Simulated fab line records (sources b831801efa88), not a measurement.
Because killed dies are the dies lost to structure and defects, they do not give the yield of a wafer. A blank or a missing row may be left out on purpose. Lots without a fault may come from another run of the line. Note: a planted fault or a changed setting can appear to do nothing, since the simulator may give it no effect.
Code-filled problem report in 8D (eight disciplines) form	flow sky130	the parts of the form that need people (team, actions taken, sign-off) are left out

== 1. THE PROBLEM ==
Across 2 wafers from 2 lots, VIA1_W_RS at SKY_VIA1_RS_MEAS_22 averages 0.319 ohm/sq, while fault-free wafers read 0.428 ohm/sq with a standard deviation of 0.0046. Measured from the usual mean, that is -24 standard deviations.
The step: measures by four-point-probe.
Earliest sighting: wafer L494.6 on film_metro-03 at day 37 13:27. The record has a number at this step for 32 wafers belonging to 11 lots. Rule for "out" (also "out of limits"): further than 4 standard deviations from the usual mean. The rest of the wafers with a number are treated as sound.

== 2. WHAT IT IS AND WHAT IT IS NOT ==
question	is	is not
which readings at this step	VIA1_W_RS	-
which lots	L494, L498	L485, L486, L487, L490, L492, L493, L497, L505, L506
which wafers of those lots	L494.6, L498.2	L494.1, L494.5, L498.3
read on which gauges	film_metro-03	film_metro-02, film_metro-04
when	from day 37 13:27	up to then (20 sound wafers); but 10 sound wafers of L497, L498, L505, L506 came after

== 3. WHAT RULES OUT EACH SUSPECT ==
Counting: if a tool at a process step up to the reading ran every lot that is out, it stays a suspect. Sound lots after the first of them don't rule it out here, since some wafers of a struck lot are sound.
- the gauge at SKY_VIA1_RS_MEAS_22 has been ruled out. All the wafers that are out were read on film_metro-03, but those of them that SKY_VIA1_CMP_24 has rows for are out there too, on other tools.
- cvd_w-01 at SKY_VIA1_CVD_21 (deposits W, target thk 270 nm, time 80.902 s): kept. Ran every lot that is out, first one L494 (day 37 13:22); last sound lot up to then L493 (day 37 04:14).
- At SKY_VIA1_CVD_21 on cvd_w-01, chamber 0 took the sound wafers of the same lots and chamber 1 took the wafers that are out.
Left after counting: cvd_w-01 at SKY_VIA1_CVD_21.

== 4. THE CAUSE (what the simulator had put in) ==
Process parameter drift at SKY_VIA1_CVD_21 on cvd_w-01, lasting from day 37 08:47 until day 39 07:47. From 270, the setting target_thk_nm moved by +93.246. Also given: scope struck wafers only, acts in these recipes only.
After counting, this tool was the only one left.

== 5. THE CHAIN OF EFFECTS, in route order ==
Each row: a reading whose mean over the struck wafers that have a number lies more than 3 standard deviations from the usual. Readings are gone through only where the record gives a usual standard deviation; hours: the median, over the lots, of the time from a lot's start at the first step in this table giving one to that lot's start at this step; sigmas: the change measured in usual standard deviations.
hours	step	reading	usual	on struck wafers	change	sigmas
0	SKY_VIA1_RS_MEAS_22	VIA1_W_RS	0.428 ohm/sq	0.319	-0.109	-24
0	SKY_VIA1_THK_MEAS_23	VIA1_W_THK	272 nm	362	+90	+27
0	SKY_VIA1_CMP_24	time_to_endpoint_s	64.3 s	86.1	+21.8	+8.7
Its process steps:
- SKY_VIA1_CMP_24: polishes, stops on SiO2, t overpolish 15 s, target thk 0 nm.

== 6. HOW IT WOULD HAVE BEEN CAUGHT EARLIER ==
5 hours passed between the start of the fault at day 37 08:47 and the first reading out of limits at a measuring or inspecting step in this record, taken at day 37 13:27.
No tool reading at SKY_VIA1_CVD_21 that has a usual standard deviation in the record was out on any struck wafer, so an alarm limit of 4 standard deviations on those readings would not have fired.
Lots out: 2; of these, L498 started SKY_VIA1_CVD_21 on cvd_w-01 after day 37 13:27. Putting the tool on hold at that point would have spared it.
